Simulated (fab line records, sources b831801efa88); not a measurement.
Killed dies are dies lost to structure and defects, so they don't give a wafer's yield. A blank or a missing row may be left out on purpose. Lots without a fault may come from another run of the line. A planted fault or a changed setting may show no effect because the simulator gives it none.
A struck lot beside a sound one | flow gf180mcu | 18 steps out of a route of 602
Sound: wafers L588.1, L588.3, L588.5. Struck: wafers L598.2, L598.4, L598.5. The cause comes at the end.
At each step with rows: each side's tool, then ch and its chambers, then its first start. Under that, the readings that differ: sound wafers | struck wafers | difference of the means | sigmas: that difference in standard deviations of wafers without a fault.
alike: readings whose means differ by less than 2 such deviations, and words and numbers that are the same on both sides. not compared: withheld readings, readings that some wafer has no value for, bounds like >300 that may hide the same value, and numbers for which the record gives no deviation and whose values overlap.
The two part at a step that has a row with sigmas, a row that says differs or no value, or rows on one side only. Numbers that don't overlap but have no deviation are shown without sigmas and don't part them. A reading that every wafer of one side lacks parts them only if that side has two wafers or more.

first, 3 steps without rows for these wafers: GF_V2_EXPOSE_11 (exposes mask Via2, target cd 260 nm); GF_V2_PEB_12 (peb time 90 s); GF_V2_DEVELOP_13 (develop time 60 s).
GF_V2_CD_MEAS_14: target cd 260 nm.
  sound on cd_sem-02, day 22 18:46; struck on cd_sem-02, day 26 02:01
  alike: cd_nm
GF_V2_OVL_MEAS_15:
  sound on overlay-01, day 22 18:53; struck on overlay-01, day 26 02:09
  reading     | sound    | struck    | difference | sigmas
  V2_OVL (nm) | 11 -1 14 | -1 -2 -11 | -13        | -2
GF_V2_ETCH_16: etches BARC in N2/H2.
  sound on rie_diel-01 ch 2,3, day 22 18:55; struck on rie_diel-03 ch 1,2, day 26 02:11
  alike: drypump_motor_current_A, oes_product_au, rf_fwd_power_W, throttle_valve_pct
GF_V2_ETCH_17: etches SiO2 in C4F8/O2/Ar, stops on TiN, target depth 630 nm.
  sound on rie_diel-01 ch 2,3; struck on rie_diel-03 ch 1,2
  alike: oes_product_au, rf_fwd_power_W
GF_V2_STRIP_18: strips in O2/N2.
  sound on plasma_asher-01 ch 0,1, day 22 19:03; struck on plasma_asher-04 ch 0,1, day 26 02:19
  alike: drypump_motor_current_A, heater_power_w, oes_product_au
  not compared: rf_hours_counter_h
then, 2 steps without rows for these wafers: GF_V2_STRIP_19 (strips in post etch residue remover, time 1200 s); GF_V2_CLEAN_20 (cleans in DIW).
GF_V2_SPUTTER_21: material Ti, target thk 15 nm, time 80.02 s.
  sound on pvd_sputter-01, day 22 19:36; struck on pvd_sputter-04, day 26 02:51
  alike: throttle_valve_pct
then, 1 step without rows for these wafers: GF_V2_SPUTTER_22 (material TiN, target thk 10 nm, time 40 s).
GF_V2_CVD_23: deposits W, target thk 350 nm, time 104.94 s.
  sound on cvd_w-02 ch 0,1, day 22 19:42; struck on cvd_w-02 ch 0,1, day 26 02:57
  reading                          | sound             | struck            | difference | sigmas
  model.W_of_V2_CVD_23.thk_nm (nm) | 350.2 346.1 344.7 | 299.5 305.7 304.2 | -43.9      |
  alike: heater_power_outer_w, heater_power_w
GF_V2_RS_MEAS_24: measures by four-point-probe.
  sound on film_metro-03, day 22 19:49; struck on film_metro-02, day 26 03:05
  reading          | sound             | struck            | difference | sigmas
  V2_W_RS (ohm/sq) | 0.328 0.332 0.332 | 0.383 0.376 0.378 | +0.048     | +15
GF_V2_THK_MEAS_25: measures by xrf.
  sound on film_metro-03, day 22 19:56; struck on film_metro-02, day 26 03:11
  reading       | sound       | struck      | difference | sigmas
  V2_W_THK (nm) | 364 361 357 | 307 314 312 | -50        | -8
GF_V2_CMP_26: polishes, stops on SiO2, t overpolish 15 s, target thk 0 nm.
  sound on cmp-02 ch 0,3, day 22 19:59; struck on cmp-02 ch 0,1,2, day 26 03:17
  reading                | sound    | struck   | difference | sigmas
  time_to_endpoint_s (s) | 80 82 82 | 76 73 72 | -8         | -2
  alike: motor_current_A
GF_M3_SPUTTER_00: material Ti, target thk 37.5 nm, time 150 s.
  sound on pvd_sputter-04, day 22 20:17; struck on pvd_sputter-03, day 26 03:32
  alike: throttle_valve_pct
then, 1 step without rows for these wafers: GF_PASSIVATION_PROBE_99.

WHERE THEY PART
First at GF_V2_OVL_MEAS_15; last, within this record, at GF_V2_CMP_26. Later steps at which nothing parts them and some readings are alike: GF_M3_SPUTTER_00.

WHY: what the simulator had put in
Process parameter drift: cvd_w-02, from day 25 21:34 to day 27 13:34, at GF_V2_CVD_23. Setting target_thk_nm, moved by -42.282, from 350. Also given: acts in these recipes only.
